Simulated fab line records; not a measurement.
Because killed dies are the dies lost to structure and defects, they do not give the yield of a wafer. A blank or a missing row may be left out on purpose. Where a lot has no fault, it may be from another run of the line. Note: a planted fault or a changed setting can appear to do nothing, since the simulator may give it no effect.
The tool behind it: which one? || flow sky130 || 14 lots, 42 wafers sampled, at 4 steps of a route of 708

WHAT EACH GAUGE READ, for each wafer
SKY_VIA3_BOW_MEAS_03.
{"lot": "L996", "measured": "day 39 04:46", "on": "film_metro-02", "VIA3_BOW (um)": "87 82 85"}
{"lot": "L997", "measured": "day 39 10:45", "on": "film_metro-04", "VIA3_BOW (um)": "84 75 74"}
{"lot": "L998", "measured": "day 41 04:22", "on": "film_metro-02", "VIA3_BOW (um)": "71 87 90"}
{"lot": "L999", "measured": "day 41 05:48", "on": "film_metro-03", "VIA3_BOW (um)": "84 72 73"}
{"lot": "L100", "measured": "day 41 05:30", "on": "film_metro-03", "VIA3_BOW (um)": "75 82 90"}
{"lot": "L101", "measured": "day 41 07:20", "on": "film_metro-02", "VIA3_BOW (um)": "84 73 85"}
{"lot": "L102", "measured": "day 41 15:37", "on": "film_metro-03", "VIA3_BOW (um)": "73 86 79"}
{"lot": "L105", "measured": "day 42 06:23", "on": "film_metro-03", "VIA3_BOW (um)": "78 90 85"}
{"lot": "L104", "measured": "day 42 10:21", "on": "film_metro-02", "VIA3_BOW (um)": "79 74 76"}
{"lot": "L106", "measured": "day 42 10:55", "on": "film_metro-03", "VIA3_BOW (um)": "80 80 85"}
{"lot": "L107", "measured": "day 43 01:55", "on": "film_metro-03", "VIA3_BOW (um)": "77 76 80"}
{"lot": "L112", "measured": "day 44 16:16", "on": "film_metro-03", "VIA3_BOW (um)": "79 74 76"}
{"lot": "L113", "measured": "day 44 19:20", "on": "film_metro-02", "VIA3_BOW (um)": "78 78 65"}
{"lot": "L114", "measured": "day 45 06:36", "on": "film_metro-02", "VIA3_BOW (um)": "80 80 79"}

SKY_VIA3_CD_MEAS_12 targets a cd of 200 nm.
{"lot": "L996", "measured": "day 40 04:55", "on": "cd_sem-01", "cd_nm (nm)": "200.5 198.1 198.5"}
{"lot": "L997", "measured": "day 40 10:58", "on": "cd_sem-01", "cd_nm (nm)": "201.2 200.7 202.7"}
{"lot": "L998", "measured": "day 42 04:02", "on": "cd_sem-02", "cd_nm (nm)": "199.5 201.6 199.2"}
{"lot": "L999", "measured": "day 42 05:15", "on": "cd_sem-01", "cd_nm (nm)": "199.4 200.4 198.8"}
{"lot": "L100", "measured": "day 42 04:54", "on": "cd_sem-01", "cd_nm (nm)": "200.7 199.6 200.1"}
{"lot": "L101", "measured": "day 42 07:10", "on": "cd_sem-01", "cd_nm (nm)": "199.8 197.8 198.4"}
{"lot": "L102", "measured": "day 42 14:03", "on": "cd_sem-02", "cd_nm (nm)": "201.5 201.2 201.0"}
{"lot": "L105", "measured": "day 43 02:50", "on": "cd_sem-01", "cd_nm (nm)": "199.0 200.4 200.7"}
{"lot": "L104", "measured": "day 43 08:22", "on": "cd_sem-01", "cd_nm (nm)": "198.8 199.8 199.7"}
{"lot": "L106", "measured": "day 43 08:59", "on": "cd_sem-01", "cd_nm (nm)": "199.0 200.6 199.6"}
{"lot": "L107", "measured": "day 44 00:16", "on": "cd_sem-01", "cd_nm (nm)": "200.7 199.9 201.2"}
{"lot": "L112", "measured": "day 45 14:21", "on": "cd_sem-02", "cd_nm (nm)": "198.9 200.3 199.4"}
{"lot": "L113", "measured": "day 45 16:38", "on": "cd_sem-01", "cd_nm (nm)": "- - -"}
{"lot": "L114", "measured": "day 46 03:09", "on": "cd_sem-02", "cd_nm (nm)": "- - -"}

EACH LOT AND THE TOOL THAT RAN IT (in order: tool; ch and the chambers of the sampled wafers; start)
{"lot": "L996", "SKY_METAL3_STRIP_19": "plasma_asher-04 ch 0,1, day 39 03:38", "SKY_VIA3_PEB_10": "litho_track-01 ch 0, day 40 04:00"}
{"lot": "L997", "SKY_METAL3_STRIP_19": "plasma_asher-01 ch 0,1, day 39 09:38", "SKY_VIA3_PEB_10": "litho_track-04 ch 0, day 40 10:00"}
{"lot": "L998", "SKY_METAL3_STRIP_19": "plasma_asher-04 ch 0,1, day 41 03:11", "SKY_VIA3_PEB_10": "litho_track-04 ch 0, day 42 03:00"}
{"lot": "L999", "SKY_METAL3_STRIP_19": "plasma_asher-04 ch 0,1, day 41 04:04", "SKY_VIA3_PEB_10": "litho_track-02 ch 0, day 42 04:00"}
{"lot": "L100", "SKY_METAL3_STRIP_19": "plasma_asher-04 ch 0,1, day 41 04:20", "SKY_VIA3_PEB_10": "litho_track-02 ch 0, day 42 04:00"}
{"lot": "L101", "SKY_METAL3_STRIP_19": "plasma_asher-04 ch 0,1, day 41 06:10", "SKY_VIA3_PEB_10": "litho_track-02 ch 0, day 42 06:00"}
{"lot": "L102", "SKY_METAL3_STRIP_19": "plasma_asher-04 ch 1, day 41 14:04", "SKY_VIA3_PEB_10": "litho_track-02 ch 0, day 42 13:00"}
{"lot": "L105", "SKY_METAL3_STRIP_19": "plasma_asher-01 ch 0,1, day 42 01:14", "SKY_VIA3_PEB_10": "litho_track-04 ch 0, day 43 02:00"}
{"lot": "L104", "SKY_METAL3_STRIP_19": "plasma_asher-03 ch 0,1, day 42 07:02", "SKY_VIA3_PEB_10": "litho_track-01 ch 0, day 43 08:00"}
{"lot": "L106", "SKY_METAL3_STRIP_19": "plasma_asher-03 ch 0,1, day 42 07:50", "SKY_VIA3_PEB_10": "litho_track-01 ch 0, day 43 08:00"}
{"lot": "L107", "SKY_METAL3_STRIP_19": "plasma_asher-01 ch 0,1, day 43 00:47", "SKY_VIA3_PEB_10": "litho_track-01 ch 0, day 43 23:00"}
{"lot": "L112", "SKY_METAL3_STRIP_19": "plasma_asher-01 ch 0,1, day 44 15:05", "SKY_VIA3_PEB_10": "litho_track-04 ch 0, day 45 14:00"}
{"lot": "L113", "SKY_METAL3_STRIP_19": "plasma_asher-01 ch 0,1, day 44 18:13", "SKY_VIA3_PEB_10": "litho_track-04, day 45 16:00"}
{"lot": "L114", "SKY_METAL3_STRIP_19": "plasma_asher-03 ch 0,1, day 45 05:20", "SKY_VIA3_PEB_10": "litho_track-01, day 46 02:00"}
- SKY_METAL3_STRIP_19: strips in O2/N2.
- SKY_VIA3_PEB_10

AS READ BY THE TOOLS THEMSELVES (means over the sampled wafers that have a number; for cases with no such wafer, the mark the record gives instead)
SKY_METAL3_STRIP_19.
{"lot": "L996", "tool": "plasma_asher-04", "drypump_motor_current_A (A)": 5.82, "oes_product_au (a.u.)": 0.504, "strip_time_to_endpoint_s (s)": 6.60}
{"lot": "L997", "tool": "plasma_asher-01", "drypump_motor_current_A (A)": 5.77, "oes_product_au (a.u.)": 0.499, "strip_time_to_endpoint_s (s)": 6.43}
{"lot": "L998", "tool": "plasma_asher-04", "drypump_motor_current_A (A)": 5.82, "oes_product_au (a.u.)": 0.502, "strip_time_to_endpoint_s (s)": 6.46}
{"lot": "L999", "tool": "plasma_asher-04", "drypump_motor_current_A (A)": 5.82, "oes_product_au (a.u.)": 0.496, "strip_time_to_endpoint_s (s)": 6.48}
{"lot": "L100", "tool": "plasma_asher-04", "drypump_motor_current_A (A)": 5.83, "oes_product_au (a.u.)": 0.494, "strip_time_to_endpoint_s (s)": 6.48}
{"lot": "L101", "tool": "plasma_asher-04", "drypump_motor_current_A (A)": 5.83, "oes_product_au (a.u.)": 0.499, "strip_time_to_endpoint_s (s)": 6.47}
{"lot": "L102", "tool": "plasma_asher-04", "drypump_motor_current_A (A)": 5.83, "oes_product_au (a.u.)": 0.505, "strip_time_to_endpoint_s (s)": 6.61}
{"lot": "L105", "tool": "plasma_asher-01", "drypump_motor_current_A (A)": 5.75, "oes_product_au (a.u.)": 0.502, "strip_time_to_endpoint_s (s)": 6.56}
{"lot": "L104", "tool": "plasma_asher-03", "drypump_motor_current_A (A)": 5.42, "oes_product_au (a.u.)": 0.501, "strip_time_to_endpoint_s (s)": 6.56}
{"lot": "L106", "tool": "plasma_asher-03", "drypump_motor_current_A (A)": 5.42, "oes_product_au (a.u.)": 0.506, "strip_time_to_endpoint_s (s)": 6.61}
{"lot": "L107", "tool": "plasma_asher-01", "drypump_motor_current_A (A)": 5.65, "oes_product_au (a.u.)": 0.500, "strip_time_to_endpoint_s (s)": 6.52}
{"lot": "L112", "tool": "plasma_asher-01", "drypump_motor_current_A (A)": 5.63, "oes_product_au (a.u.)": 0.502, "strip_time_to_endpoint_s (s)": 6.52}
{"lot": "L113", "tool": "plasma_asher-01", "drypump_motor_current_A (A)": 5.74, "oes_product_au (a.u.)": 0.496, "strip_time_to_endpoint_s (s)": 6.42}
{"lot": "L114", "tool": "plasma_asher-03", "drypump_motor_current_A (A)": 5.44, "oes_product_au (a.u.)": 0.500, "strip_time_to_endpoint_s (s)": 6.50}

SKY_VIA3_PEB_10.
{"lot": "L996", "tool": "litho_track-01", "exhaust_pa (Pa)": 46.1}
{"lot": "L997", "tool": "litho_track-04", "exhaust_pa (Pa)": 44.9}
{"lot": "L998", "tool": "litho_track-04", "exhaust_pa (Pa)": 45.6}
{"lot": "L999", "tool": "litho_track-02", "exhaust_pa (Pa)": 44.5}
{"lot": "L100", "tool": "litho_track-02", "exhaust_pa (Pa)": 44.9}
{"lot": "L101", "tool": "litho_track-02", "exhaust_pa (Pa)": 44.1}
{"lot": "L102", "tool": "litho_track-02", "exhaust_pa (Pa)": 44.9}
{"lot": "L105", "tool": "litho_track-04", "exhaust_pa (Pa)": 45.4}
{"lot": "L104", "tool": "litho_track-01", "exhaust_pa (Pa)": 44.8}
{"lot": "L106", "tool": "litho_track-01", "exhaust_pa (Pa)": 45.4}
{"lot": "L107", "tool": "litho_track-01", "exhaust_pa (Pa)": 45.3}
{"lot": "L112", "tool": "litho_track-04", "exhaust_pa (Pa)": 45.6}
{"lot": "L113", "tool": "litho_track-04", "exhaust_pa (Pa)": "-"}
{"lot": "L114", "tool": "litho_track-01", "exhaust_pa (Pa)": "-"}

THE ANSWER, worked out from the rows above alone
Rule: the lots themselves supply what counts as usual. Put in order of their means at a reading, lots are off if they are a third of the lots or fewer, leave a main group of 4 or more, and stand apart from it by a gap of 3 or more times the standard deviation of the main group's means; of several such gaps the widest counts. A main group is skipped when, at the precision printed for the reading in the tables above, its means are all equal. A lot without any number at a reading at which 4 lots or more have one is off too. Any other lot the step has rows for is counted as sound. The gauges are gone through in route order, then the tools' own readings, and for those a lot's mean is taken as printed above. The first step at which some lot is off is used, and at that step the reading that is off furthest; a lot without a number counts as furthest.
Off at SKY_VIA3_CD_MEAS_12 (cd_nm): L113, L114. Without a number there: L113, L114. The main group: mean 200.0 nm, standard deviation 0.81.
A tool fits if, at a process step before that reading, it ran every lot that is off, and no sound lot after the first of them. Not tried: the gauges at SKY_VIA3_CD_MEAS_12; whatever is off there is also off at SKY_VIA3_PEB_10, on other tools, and gauge error can't account for it. None of those tried fits.

WHAT THE SIMULATOR HAD PUT IN
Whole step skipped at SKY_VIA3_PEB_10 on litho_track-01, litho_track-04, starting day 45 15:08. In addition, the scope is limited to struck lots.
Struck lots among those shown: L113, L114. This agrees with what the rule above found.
